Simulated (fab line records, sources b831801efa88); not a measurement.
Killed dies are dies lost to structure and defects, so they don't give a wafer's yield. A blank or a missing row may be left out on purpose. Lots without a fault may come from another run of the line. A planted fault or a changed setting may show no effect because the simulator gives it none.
Chamber matching | flow gf180mcu | GF_M5_ETCH_09 on rie_diel-03: 4 sister chambers
The step etches Si3N4 in CF4/O2, target depth 52 nm, time 11.6 s. 4 wafers are shown with their chamber, then 7 later ones without.

WAFERS WITH THEIR CHAMBER
wafer  | chamber | drypump_motor_current_A (A)
L789.1 | 0       | 5.5
L789.3 | 2       | 5.8
L793.1 | 1       | 5.0
L793.4 | 3       | 5.8

WAFERS WITHOUT THEIR CHAMBER
wafer  | drypump_motor_current_A (A)
L793.6 | 5.8
L795.2 | 5.8
L795.4 | 5.8
L795.6 | 5.5
L801.4 | 5.0
L801.5 | 5.8
L801.6 | 5.6

WHICH CHAMBER EACH WENT THROUGH
wafer  | from the rows above     | in truth
L793.6 | can't be placed: 2 or 3 | 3
L795.2 | can't be placed: 2 or 3 | 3
L795.4 | can't be placed: 2 or 3 | 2
L795.6 | 0                       | 0
L801.4 | 1                       | 1
L801.5 | can't be placed: 2 or 3 | 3
L801.6 | 0                       | 0
Placed correctly: 3 of 7. Can't be placed from these rows: 4 (the true chamber is among the candidates in 4). Placed wrongly: 0.
How it was worked out, from the rows above alone: a wafer's distance from a chamber is the root of the sum, over the readings, of the square of ((its reading less the chamber's mean) divided by the reading's scatter). The wafer belongs to the nearest chamber; if the next one is less than 2 further off, it can't be placed. A chamber's mean is the mean of its shown wafers. The scatter: with one shown wafer a chamber, the root of the mean of the squares of how far each hidden wafer lies from its nearest shown one.
